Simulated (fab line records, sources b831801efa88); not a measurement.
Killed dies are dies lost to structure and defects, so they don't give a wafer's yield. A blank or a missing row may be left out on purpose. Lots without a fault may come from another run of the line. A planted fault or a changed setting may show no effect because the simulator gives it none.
Chamber matching | flow sky130 | SKY_LI_CONTACT_CMP_02 on cmp-02: 4 sister chambers
The step polishes PSG. 4 wafers are shown with their chamber, then 12 later ones without.

WAFERS WITH THEIR CHAMBER
wafer  | chamber | motor_current_A (A)
L088.3 | 2       | 14.7
L088.4 | 3       | 12.2
L088.5 | 0       | 11.7
L088.6 | 1       | 11.2

WAFERS WITHOUT THEIR CHAMBER
wafer  | motor_current_A (A)
L089.2 | 14.8
L089.4 | 12.2
L089.5 | 12.1
L089.1 | 10.6
L089.3 | 11.2
L089.6 | 11.1
L090.1 | 15.0
L090.2 | 11.2
L090.5 | 12.6
L097.1 | 11.2
L097.5 | 12.7
L097.6 | 11.1

WHICH CHAMBER EACH WENT THROUGH
wafer  | from the rows above     | in truth
L089.2 | 2                       | 2
L089.4 | can't be placed: 3 or 0 | 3
L089.5 | can't be placed: 3 or 0 | 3
L089.1 | can't be placed: 1 or 0 | 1
L089.3 | can't be placed: 1 or 0 | 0
L089.6 | can't be placed: 1 or 0 | 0
L090.1 | 2                       | 2
L090.2 | can't be placed: 1 or 0 | 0
L090.5 | can't be placed: 3 or 0 | 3
L097.1 | can't be placed: 1 or 0 | 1
L097.5 | can't be placed: 3 or 0 | 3
L097.6 | can't be placed: 1 or 0 | 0
Placed correctly: 2 of 12. Can't be placed from these rows: 10 (the true chamber is among the candidates in 10). Placed wrongly: 0.
How it was worked out, from the rows above alone: a wafer's distance from a chamber is the root of the sum, over the readings, of the square of ((its reading less the chamber's mean) divided by the reading's scatter). The wafer belongs to the nearest chamber; if the next one is less than 2 further off, it can't be placed. A chamber's mean is the mean of its shown wafers. The scatter: with one shown wafer a chamber, the root of the mean of the squares of how far each hidden wafer lies from its nearest shown one.
